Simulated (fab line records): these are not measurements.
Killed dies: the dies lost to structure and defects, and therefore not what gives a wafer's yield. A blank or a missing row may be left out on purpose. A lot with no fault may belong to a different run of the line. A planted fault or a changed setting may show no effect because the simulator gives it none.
Which tool was responsible? || flow sky130 || 12 lots with 36 wafers sampled at 2 steps, on a route of 708 steps

== WHAT THE GAUGES READ, wafer by wafer ==
SKY_VIA3_BOW_MEAS_03.
{"lot": "L075", "measured": "day 38 21:49", "on": "film-metro-03", "VIA3_BOW (um)": "77 86 91"}
{"lot": "L077", "measured": "day 39 09:18", "on": "film-metro-04", "VIA3_BOW (um)": "87 96 77"}
{"lot": "L079", "measured": "day 40 06:20", "on": "film-metro-04", "VIA3_BOW (um)": "81 70 68"}
{"lot": "L081", "measured": "day 40 22:04", "on": "film-metro-04", "VIA3_BOW (um)": "83 75 81"}
{"lot": "L083", "measured": "day 41 04:01", "on": "film-metro-04", "VIA3_BOW (um)": "71 80 74"}
{"lot": "L085", "measured": "day 41 21:38", "on": "film-metro-03", "VIA3_BOW (um)": "84 74 74"}
{"lot": "L087", "measured": "day 42 10:26", "on": "film-metro-02", "VIA3_BOW (um)": "75 78 76"}
{"lot": "L089", "measured": "day 42 21:01", "on": "film-metro-02", "VIA3_BOW (um)": "85 75 91"}
{"lot": "L091", "measured": "day 43 20:10", "on": "film-metro-02", "VIA3_BOW (um)": "88 74 89"}
{"lot": "L093", "measured": "day 44 07:44", "on": "film-metro-04", "VIA3_BOW (um)": "87 83 80"}
{"lot": "L095", "measured": "day 44 11:10", "on": "film-metro-03", "VIA3_BOW (um)": "82 88 73"}
{"lot": "L097", "measured": "day 44 18:26", "on": "film-metro-04", "VIA3_BOW (um)": "89 64 81"}

== WHAT TOOL EACH LOT RAN ON (gives the tool, then ch and the chambers of the sampled wafers, and finally the start) ==
{"lot": "L075", "SKY_METAL3_SPUTTER_02": "pvd-sputter-02, day 36 15:47"}
{"lot": "L077", "SKY_METAL3_SPUTTER_02": "pvd-sputter-01, day 37 04:19"}
{"lot": "L079", "SKY_METAL3_SPUTTER_02": "pvd-sputter-04, day 38 02:12"}
{"lot": "L081", "SKY_METAL3_SPUTTER_02": "pvd-sputter-04, day 38 18:04"}
{"lot": "L083", "SKY_METAL3_SPUTTER_02": "pvd-sputter-02, day 39 01:39"}
{"lot": "L085", "SKY_METAL3_SPUTTER_02": "pvd-sputter-01, day 39 18:34"}
{"lot": "L087", "SKY_METAL3_SPUTTER_02": "pvd-sputter-01, day 40 07:16"}
{"lot": "L089", "SKY_METAL3_SPUTTER_02": "pvd-sputter-01, day 40 19:12"}
{"lot": "L091", "SKY_METAL3_SPUTTER_02": "pvd-sputter-02, day 41 18:58"}
{"lot": "L093", "SKY_METAL3_SPUTTER_02": "pvd-sputter-04, day 42 07:03"}
{"lot": "L095", "SKY_METAL3_SPUTTER_02": "pvd-sputter-04, day 42 09:40"}
{"lot": "L097", "SKY_METAL3_SPUTTER_02": "pvd-sputter-02, day 42 19:07"}
- SKY_METAL3_SPUTTER_02: material AlCu, target thk 735 nm, time 39.1 s.

== THE ANSWER, worked out from the rows above alone ==
Rule: what is usual is taken from the lots themselves. The widest of any qualifying gaps counts: lots, ordered by their means at a reading, are off when they make up no more than a third of the lots, leave a main group of 4 or more, and stand apart from it by 3 or more times the standard deviation of that group's means. The tables above print the reading to a certain number of digits; a main group whose means all agree to those digits is not used. Also off: a lot with no number at a reading for which 4 or more lots have one. All remaining lots with rows at the step are treated as sound.
Across all readings shown, no lot is off: no conclusion can be drawn from this.

== WHAT HAD BEEN PUT IN BY THE SIMULATOR ==
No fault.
